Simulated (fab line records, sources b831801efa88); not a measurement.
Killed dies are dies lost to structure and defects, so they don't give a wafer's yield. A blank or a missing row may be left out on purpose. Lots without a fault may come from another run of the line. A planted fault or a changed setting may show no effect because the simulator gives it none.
Which tool did it? | flow sky130 | 12 lots, 36 wafers sampled, at 2 steps of a route of 708

WHAT THE GAUGES READ, wafer by wafer
SKY_VIA1_OVL_MEAS_13.
lot  | measured     | on         | VIA1_OVL (nm)
L075 | day 34 10:26 | overlay-02 | -12 -11 -4
L077 | day 35 03:34 | overlay-01 | -9 -5 -8
L079 | day 35 19:31 | overlay-02 | -6 -10 -11
L081 | day 36 05:52 | overlay-02 | 3 -2 3
L083 | day 36 22:32 | overlay-01 | -8 2 2
L085 | day 37 09:44 | overlay-01 | -4 -6 -4
L089 | day 39 08:44 | overlay-01 | -2 -7 -7
L088 | day 39 11:01 | overlay-01 | -5 -10 -8
L091 | day 39 11:43 | overlay-01 | -3 -11 -8
L093 | day 39 18:46 | overlay-01 | -1 -1 7
L095 | day 40 14:22 | overlay-02 | -6 -4 1
L097 | day 41 05:26 | overlay-01 | -7 4 -8

WHICH TOOL RAN EACH LOT (tool, then ch and the chambers of the sampled wafers, then the start)
lot  | SKY_METAL1_DESCUM_17
L075 | rie_metal-02 ch 0,1, day 33 05:28
L077 | rie_metal-04 ch 0,1, day 34 00:07
L079 | rie_metal-04 ch 0,1, day 34 15:28
L081 | rie_metal-04 ch 0,1, day 35 01:43
L083 | rie_metal-04 ch 0,1, day 35 18:46
L085 | rie_metal-03 ch 1, day 36 06:31
L089 | rie_metal-03 ch 0, day 38 05:56
L088 | rie_metal-02 ch 0,1, day 38 08:13
L091 | rie_metal-02 ch 0,1, day 38 09:19
L093 | rie_metal-04 ch 0,1, day 38 16:19
L095 | rie_metal-03 ch 1, day 39 12:01
L097 | rie_metal-02 ch 0,1, day 40 03:16
- SKY_METAL1_DESCUM_17: chemistry O2, time 8 s.

THE ANSWER, worked out from the rows above alone
Rule: what is usual is taken from the lots themselves. Put in order of their means at a reading, lots are off if they are a third of the lots or fewer, leave a main group of 4 or more, and stand apart from it by a gap of 3 or more times the standard deviation of the main group's means; of several such gaps the widest counts. A main group whose means are all the same, to the digits that the tables above print for the reading, isn't used. A lot without any number at a reading at which 4 lots or more have one is off too. The other lots that the step has rows for count as sound.
No lot is off at any reading shown: from this, nothing can be told.

WHAT THE SIMULATOR HAD PUT IN
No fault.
